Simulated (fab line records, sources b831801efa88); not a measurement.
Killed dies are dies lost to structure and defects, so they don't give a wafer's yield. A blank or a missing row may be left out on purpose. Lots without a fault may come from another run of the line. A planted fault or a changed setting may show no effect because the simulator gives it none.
Which tool did it? | flow gf180mcu | 14 lots, 42 wafers sampled, at 5 steps of a route of 602

WHAT THE GAUGES READ, wafer by wafer
GF_M4_CD_MEAS_14: target cd 280 nm.
lot  | measured     | on        | cd_nm (nm)
L677 | day 23 10:29 | cd_sem-02 | 279.3 279.2 278.8
L678 | day 23 19:04 | cd_sem-02 | 281.5 281.0 281.0
L679 | day 23 23:10 | cd_sem-01 | 280.9 280.1 281.1
L682 | day 25 03:33 | cd_sem-02 | 281.6 282.2 281.5
L683 | day 25 17:11 | cd_sem-01 | 280.3 279.7 279.5
L684 | day 25 20:39 | cd_sem-02 | 279.1 279.8 279.8
L685 | day 26 05:13 | cd_sem-01 | 280.1 280.5 278.8
L688 | day 27 04:16 | cd_sem-01 | 277.8 278.0 277.6
L691 | day 28 12:50 | cd_sem-01 | 279.6 279.8 279.9
L692 | day 28 15:55 | cd_sem-01 | 280.9 280.4 280.2
L693 | day 28 20:46 | cd_sem-01 | 280.8 278.5 279.6
L697 | day 29 22:01 | cd_sem-02 | 309.0 308.9 308.7
L698 | day 30 01:43 | cd_sem-02 | 309.9 308.6 309.8
L700 | day 30 12:43 | cd_sem-01 | 279.1 278.9 279.1

GF_V4_THK_MEAS_01.
lot  | measured     | on            | V4_CVD_00_THK (nm)
L677 | day 23 11:23 | film_metro-01 | 599 597 605
L678 | day 23 19:57 | film_metro-04 | 600 601 601
L679 | day 24 00:05 | film_metro-03 | 602 605 602
L682 | day 25 04:27 | film_metro-03 | 602 600 605
L683 | day 25 18:03 | film_metro-04 | 599 592 596
L684 | day 25 21:32 | film_metro-04 | 608 602 599
L685 | day 26 06:08 | film_metro-01 | 601 604 600
L688 | day 27 05:11 | film_metro-03 | 599 603 602
L691 | day 28 13:42 | film_metro-01 | 603 603 601
L692 | day 28 16:48 | film_metro-04 | 603 593 604
L693 | day 28 21:38 | film_metro-03 | 602 599 600
L697 | day 29 22:53 | film_metro-04 | 605 600 604
L698 | day 30 02:35 | film_metro-01 | 589 593 596
L700 | day 30 13:37 | film_metro-03 | 595 595 601

WHICH TOOL RAN EACH LOT (tool, then ch and the chambers of the sampled wafers, then the start)
lot  | GF_V3_ETCH_16                      | GF_V3_CMP_26                  | GF_M4_PEB_12
L677 | rie_diel-04 ch 0,1,3, day 22 09:48 | cmp-02 ch 1,2,3, day 22 10:59 | litho_track-04 ch 0, day 23 10:09
L678 | rie_diel-04 ch 0,3, day 22 18:49   | cmp-02 ch 0,2, day 22 19:52   | litho_track-03 ch 0, day 23 18:43
L679 | rie_diel-01 ch 0,2,3, day 22 23:30 | cmp-02 ch 1,2,3, day 23 00:34 | litho_track-04 ch 0, day 23 22:40
L682 | rie_diel-01 ch 2,3, day 24 03:46   | cmp-02 ch 0,2,3, day 24 04:50 | litho_track-01 ch 0, day 25 03:12
L683 | rie_diel-01 ch 0,2,3, day 24 17:33 | cmp-01 ch 0,1,2, day 24 18:43 | litho_track-04 ch 0, day 25 16:51
L684 | rie_diel-01 ch 0,2,3, day 24 21:30 | cmp-01 ch 0,1,3, day 24 22:34 | litho_track-01 ch 0, day 25 20:18
L685 | rie_diel-04 ch 2,3, day 25 06:15   | cmp-01 ch 0,1,2, day 25 07:20 | litho_track-03 ch 0, day 26 04:52
L688 | rie_diel-04 ch 0,3, day 26 05:54   | cmp-01 ch 1,2, day 26 07:00   | litho_track-01 ch 0, day 27 03:56
L691 | rie_diel-01 ch 0,2, day 27 15:16   | cmp-01 ch 1,2,3, day 27 16:25 | litho_track-04 ch 0, day 28 12:30
L692 | rie_diel-04 ch 0,3, day 27 19:13   | cmp-02 ch 0,1, day 27 20:17   | litho_track-03 ch 0, day 28 15:34
L693 | rie_diel-02 ch 2,3, day 27 23:55   | cmp-02 ch 0,1,3, day 28 01:04 | litho_track-03 ch 0, day 28 20:25
L697 | rie_diel-04 ch 0,2,3, day 29 02:06 | cmp-01 ch 0,1,3, day 29 03:14 | litho_track-01 ch 0, day 29 21:41
L698 | rie_diel-04 ch 0,1,3, day 29 05:48 | cmp-01 ch 0,1,2, day 29 06:53 | litho_track-01 ch 0, day 30 01:23
L700 | rie_diel-04 ch 0,1, day 29 16:42   | cmp-02 ch 0,1,3, day 29 17:49 | litho_track-04 ch 0, day 30 12:22
- GF_V3_ETCH_16: etches BARC in N2/H2.
- GF_V3_CMP_26: polishes, stops on SiO2, t overpolish 15 s, target thk 0 nm.
- GF_M4_PEB_12: peb time 90 s.

WHAT THE TOOLS THEMSELVES READ (means of the sampled wafers that have a number; where no wafer has one, the mark that the record gives instead)
GF_V3_ETCH_16.
lot  | tool        | bias_w (W) | drypump_motor_current_A (A) | oes_product_au (a.u.) | throttle_valve_pct (%)
L677 | rie_diel-04 | 100.1      | 5.8                         | 0.854                 | 13.220
L678 | rie_diel-04 | 100.0      | 6.0                         | 0.852                 | 13.225
L679 | rie_diel-01 | 100.1      | 5.1                         | 0.860                 | 13.226
L682 | rie_diel-01 | 100.1      | 4.9                         | 0.851                 | 13.221
L683 | rie_diel-01 | 99.8       | 5.1                         | 0.855                 | 13.231
L684 | rie_diel-01 | 100.0      | 5.1                         | 0.855                 | 13.214
L685 | rie_diel-04 | 100.2      | 5.9                         | 0.855                 | 13.221
L688 | rie_diel-04 | 100.1      | 6.2                         | 0.859                 | 13.221
L691 | rie_diel-01 | 100.0      | 5.3                         | 0.857                 | 13.233
L692 | rie_diel-04 | 100.1      | 6.0                         | 0.856                 | 13.224
L693 | rie_diel-02 | 100.1      | 6.2                         | 0.852                 | 13.224
L697 | rie_diel-04 | 100.0      | 6.1                         | 0.855                 | 13.227
L698 | rie_diel-04 | 99.7       | 5.8                         | 0.862                 | 13.223
L700 | rie_diel-04 | 99.9       | 6.0                         | 0.850                 | 13.219

GF_V3_CMP_26.
lot  | tool   | motor_current_A (A) | overpolish_run_s (s) | platen_rpm (rpm) | slurry_filter_dp_kPa (kPa) | time_to_endpoint_s (s)
L677 | cmp-02 | 11.1                | 14.998               | 59.97            | 13.62                      | 80.7
L678 | cmp-02 | 11.3                | 14.997               | 59.99            | 13.52                      | 81.0
L679 | cmp-02 | 11.1                | 15.003               | 60.01            | 13.57                      | 84.4
L682 | cmp-02 | 10.7                | 14.994               | 60.02            | 13.59                      | 83.2
L683 | cmp-01 | 10.9                | 14.998               | 59.99            | 13.57                      | 86.6
L684 | cmp-01 | 10.1                | 15.003               | 60.00            | 13.49                      | 83.0
L685 | cmp-01 | 10.8                | 14.987               | 59.94            | 13.65                      | 83.5
L688 | cmp-01 | 10.9                | 15.003               | 60.01            | 13.44                      | 78.9
L691 | cmp-01 | 10.6                | 15.000               | 60.03            | 13.51                      | 80.9
L692 | cmp-02 | 12.1                | 14.994               | 59.96            | 13.48                      | 83.6
L693 | cmp-02 | 11.2                | 15.001               | 59.99            | 13.48                      | 84.3
L697 | cmp-01 | 10.5                | 15.002               | 59.98            | 13.53                      | 85.6
L698 | cmp-01 | 10.6                | 14.997               | 60.01            | 13.47                      | 84.3
L700 | cmp-02 | 10.9                | 15.008               | 59.99            | 13.41                      | 85.8

GF_M4_PEB_12.
lot  | tool           | heater_power_total_W (W) | resist_line_temp_C (C)
L677 | litho_track-04 | 85.71                    | 23.08
L678 | litho_track-03 | 85.64                    | 23.12
L679 | litho_track-04 | 85.74                    | 22.91
L682 | litho_track-01 | 85.65                    | 22.86
L683 | litho_track-04 | 85.71                    | 22.98
L684 | litho_track-01 | 85.70                    | 22.96
L685 | litho_track-03 | 85.74                    | 23.04
L688 | litho_track-01 | 85.64                    | 22.85
L691 | litho_track-04 | 85.68                    | 23.00
L692 | litho_track-03 | 85.74                    | 23.05
L693 | litho_track-03 | 85.78                    | 23.05
L697 | litho_track-01 | 114.39                   | 22.86
L698 | litho_track-01 | 114.30                   | 23.08
L700 | litho_track-04 | 85.66                    | 23.00

THE ANSWER, worked out from the rows above alone
Rule: what is usual is taken from the lots themselves. Put in order of their means at a reading, lots are off if they are a third of the lots or fewer, leave a main group of 4 or more, and stand apart from it by a gap of 3 or more times the standard deviation of the main group's means; of several such gaps the widest counts. A main group whose means are all the same, to the digits that the tables above print for the reading, isn't used. A lot without any number at a reading at which 4 lots or more have one is off too. The other lots that the step has rows for count as sound. The gauges are gone through in route order, then the tools' own readings, and for those a lot's mean is taken as printed above. The first step at which some lot is off is used, and at that step the reading that is off furthest; a lot without a number counts as furthest.
Off: L697, L698, at GF_M4_CD_MEAS_14 (cd_nm). The main group: mean 279.9 nm, standard deviation 1.
A tool fits if, at a process step before that reading, it ran every lot that is off, and no sound lot after the first of them. The gauges at GF_M4_CD_MEAS_14 aren't tried: what is off there is off at GF_M4_PEB_12 too, on other tools, and a gauge's error can't cause that. Can't be told from this: 2 tools fit, cmp-01 at GF_V3_CMP_26, litho_track-01 at GF_M4_PEB_12.

WHAT THE SIMULATOR HAD PUT IN
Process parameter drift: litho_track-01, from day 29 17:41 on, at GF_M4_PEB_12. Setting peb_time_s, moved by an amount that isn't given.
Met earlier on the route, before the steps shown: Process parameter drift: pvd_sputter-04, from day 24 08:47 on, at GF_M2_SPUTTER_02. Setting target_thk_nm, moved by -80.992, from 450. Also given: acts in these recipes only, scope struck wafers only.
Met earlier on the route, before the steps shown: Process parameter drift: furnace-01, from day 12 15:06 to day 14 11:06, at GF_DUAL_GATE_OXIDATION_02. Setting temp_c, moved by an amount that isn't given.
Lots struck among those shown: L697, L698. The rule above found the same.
